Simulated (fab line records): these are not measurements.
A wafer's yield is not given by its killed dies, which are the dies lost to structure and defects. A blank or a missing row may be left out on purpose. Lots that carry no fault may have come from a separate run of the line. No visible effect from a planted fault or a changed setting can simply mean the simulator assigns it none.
Chamber matching + flow gf180mcu + pecvd-04 running GF_V4_CVD_02: 3 sister chambers
The step deposits SiO2 from TEOS, target thk 850 nm, time 94.851 s. 3 wafers are shown with their chamber, then 7 later ones without.

## WAFERS, EACH WITH ITS CHAMBER
| wafer  | chamber | heater-power-w (W) |
|--------|---------|--------------------|
| L079.6 | 2       | 748                |
| L088.1 | 0       | 642                |
| L088.4 | 1       | 661                |

## WAFERS WITH NO CHAMBER GIVEN
| wafer  | heater-power-w (W) |
|--------|--------------------|
| L088.6 | 661                |
| L094.1 | 781                |
| L094.2 | 640                |
| L094.3 | 539                |
| L095.1 | 647                |
| L095.2 | 816                |
| L095.5 | 544                |

## EACH ONE'S CHAMBER
| wafer  | from the rows above          | in truth |
|--------|------------------------------|----------|
| L088.6 | can't be placed: 1 or 0 or 2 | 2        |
| L094.1 | can't be placed: 2 or 1 or 0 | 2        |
| L094.2 | can't be placed: 0 or 1 or 2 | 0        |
| L094.3 | can't be placed: 0 or 1 or 2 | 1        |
| L095.1 | can't be placed: 0 or 1 or 2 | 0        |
| L095.2 | can't be placed: 2 or 1 or 0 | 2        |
| L095.5 | can't be placed: 0 or 1 or 2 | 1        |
0 of 7 placed correctly. Can't be placed from these rows: 7 (the true chamber is among the candidates in 7). Wrongly placed: 0.
How it was worked out, from the rows above alone: a wafer's distance from a chamber is the root of the sum, over the readings, of the square of ((its reading less the chamber's mean) divided by the reading's scatter). The wafer belongs to the nearest chamber; if the next one is less than 2 further off, it can't be placed. For every chamber, the mean is computed from those of its wafers that are shown. The scatter (one wafer shown for each chamber): square how far every hidden wafer sits from the nearest shown wafer, average those squares and take the square root.
